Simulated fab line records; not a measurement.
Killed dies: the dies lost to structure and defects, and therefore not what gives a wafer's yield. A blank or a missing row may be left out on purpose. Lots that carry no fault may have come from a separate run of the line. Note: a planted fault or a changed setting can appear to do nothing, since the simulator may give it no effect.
The tool behind it: which one?	flow sky130	39 wafers from 13 lots sampled at 4 of the route's 708 steps

WHAT THE GAUGES SHOWED, per wafer
SKY_LDD_P_CD_MEAS_07 targets a cd of 380 nm.
lot	measured	on	cd_nm (nm)
L919	day 19 02:20	cd_sem-01	379.0 384.8 382.5
L921	day 21 03:11	cd_sem-02	387.1 382.9 384.7
L922	day 21 10:44	cd_sem-02	383.7 384.1 382.6
L923	day 21 23:15	cd_sem-02	377.3 378.7 377.7
L924	day 22 07:37	cd_sem-02	383.3 381.3 383.1
L926	day 23 02:19	cd_sem-01	384.1 381.6 381.6
L927	day 23 09:14	cd_sem-02	386.2 386.7 386.4
L929	day 23 09:34	cd_sem-01	380.7 381.9 381.4
L930	day 23 18:44	cd_sem-01	388.0 385.8 385.9
L931	day 24 15:00	cd_sem-02	379.3 380.3 381.3
L932	day 24 21:17	cd_sem-02	384.0 384.3 385.9
L939	day 26 23:54	cd_sem-01	386.7 385.1 389.2
L941	day 27 06:22	cd_sem-02	382.1 383.4 382.1

SKY_LDD_LDN_TW_MEAS_13.
lot	measured	on	LDD_LDN_TW
L919	day 23 00:00	film_metro-01	1461 1467 1461
L921	day 24 21:22	film_metro-03	1460 1452 1456
L922	day 25 07:19	film_metro-03	1479 1474 1484
L923	day 25 17:05	film_metro-03	1483 1473 1477
L924	day 26 02:49	film_metro-02	1462 1467 1467
L926	day 26 20:10	film_metro-02	1467 1458 1463
L927	day 27 06:07	film_metro-01	1477 1474 1475
L929	day 27 06:19	film_metro-03	1475 1483 1477
L930	day 27 13:01	film_metro-01	1476 1476 1481
L931	day 28 14:17	film_metro-03	1468 1476 1481
L932	day 28 14:29	film_metro-02	1468 1468 1467
L939	day 30 14:59	film_metro-03	1467 1471 1464
L941	day 30 19:26	film_metro-02	1472 1474 1469

SKY_SD_N_CD_MEAS_07 targets a cd of 380 nm.
lot	measured	on	cd_nm (nm)
L919	day 28 04:56	cd_sem-02	385.3 385.4 384.3
L921	day 29 17:22	cd_sem-02	382.3 379.3 381.7
L922	day 30 02:55	cd_sem-02	383.3 380.6 384.4
L923	day 30 13:39	cd_sem-01	380.5 381.1 379.4
L924	day 30 22:54	cd_sem-01	379.4 382.6 383.6
L926	day 31 15:19	cd_sem-02	383.2 381.8 379.6
L927	day 32 01:18	cd_sem-02	374.9 375.5 376.6
L929	day 32 02:21	cd_sem-02	386.5 384.5 386.8
L930	day 32 09:36	cd_sem-02	388.4 385.8 388.6
L931	day 33 07:10	cd_sem-02	383.5 382.9 383.6
L932	day 33 07:52	cd_sem-02	386.0 387.0 384.8
L939	day 35 07:39	cd_sem-01	378.7 376.6 378.8
L941	day 35 08:22	cd_sem-01	381.7 382.0 380.2

TOOL THAT RAN EACH LOT (tool first, then ch and the chambers of the sampled wafers, then the start)
lot	SKY_SD_N_DEVELOP_06
L919	litho_track-01 ch 0, day 28 04:47
L921	litho_track-01 ch 0, day 29 17:13
L922	litho_track-01 ch 0, day 30 02:46
L923	litho_track-01 ch 0, day 30 13:31
L924	litho_track-04 ch 0, day 30 22:46
L926	litho_track-01 ch 0, day 31 15:11
L927	litho_track-02 ch 0, day 32 01:09
L929	litho_track-01 ch 0, day 32 02:13
L930	litho_track-01 ch 0, day 32 09:28
L931	litho_track-04 ch 0, day 33 07:01
L932	litho_track-01 ch 0, day 33 07:43
L939	litho_track-02 ch 0, day 35 07:30
L941	litho_track-04 ch 0, day 35 08:13
- SKY_SD_N_DEVELOP_06: develop time 60 s.

AS READ BY THE TOOLS THEMSELVES (means over the sampled wafers that have a number; for cases with no such wafer, the mark the record gives instead)
SKY_SD_N_DEVELOP_06.
lot	tool	developer_temp_C (C)
L919	litho_track-01	22.97
L921	litho_track-01	23.01
L922	litho_track-01	22.87
L923	litho_track-01	23.03
L924	litho_track-04	22.88
L926	litho_track-01	23.03
L927	litho_track-02	22.99
L929	litho_track-01	20.62
L930	litho_track-01	20.72
L931	litho_track-04	23.02
L932	litho_track-01	20.72
L939	litho_track-02	22.92
L941	litho_track-04	23.14

THE ANSWER, worked out from the rows above alone
Rule: what is usual is taken from the lots themselves. The widest of any qualifying gaps counts: lots, ordered by their means at a reading, are off when they make up no more than a third of the lots, leave a main group of 4 or more, and stand apart from it by 3 or more times the standard deviation of that group's means. If all means in a main group match to the digits the tables above print for the reading, that group is not used. A lot without any number at a reading at which 4 lots or more have one is off too. Where the step has rows for the other lots, those lots are counted as sound. First the gauges in route order, then the tools' own readings, where a lot's mean is used as printed above. The first step at which some lot is off is used, and at that step the reading that is off furthest; a lot without a number counts as furthest.
Off: L929, L930, L932 (SKY_SD_N_DEVELOP_06, developer_temp_C). The main group has a mean of 22.99 C with a standard deviation of 0.077.
A tool fits if, at that step or a process step before it, it ran every lot that is off, and no sound lot after the first of them. One fits: litho_track-01 at SKY_SD_N_DEVELOP_06. A fault onset in the window from L926 (day 31 15:11, its last sound lot) to L929 (day 32 02:13, its first lot off) fits.
On the lots that are off, the tool's own readings at SKY_SD_N_DEVELOP_06 differ by more than 5 times the standard deviation of the sound lots' means, which bears it out; developer_temp_C reads 20.69 C there versus 22.99 C on the sound lots.

WHAT THE SIMULATOR HAD INSERTED
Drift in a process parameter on litho_track-01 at SKY_SD_N_DEVELOP_06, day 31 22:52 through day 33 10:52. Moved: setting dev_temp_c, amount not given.
Struck lots among those shown: L929, L930, L932. Same finding as the rule above.
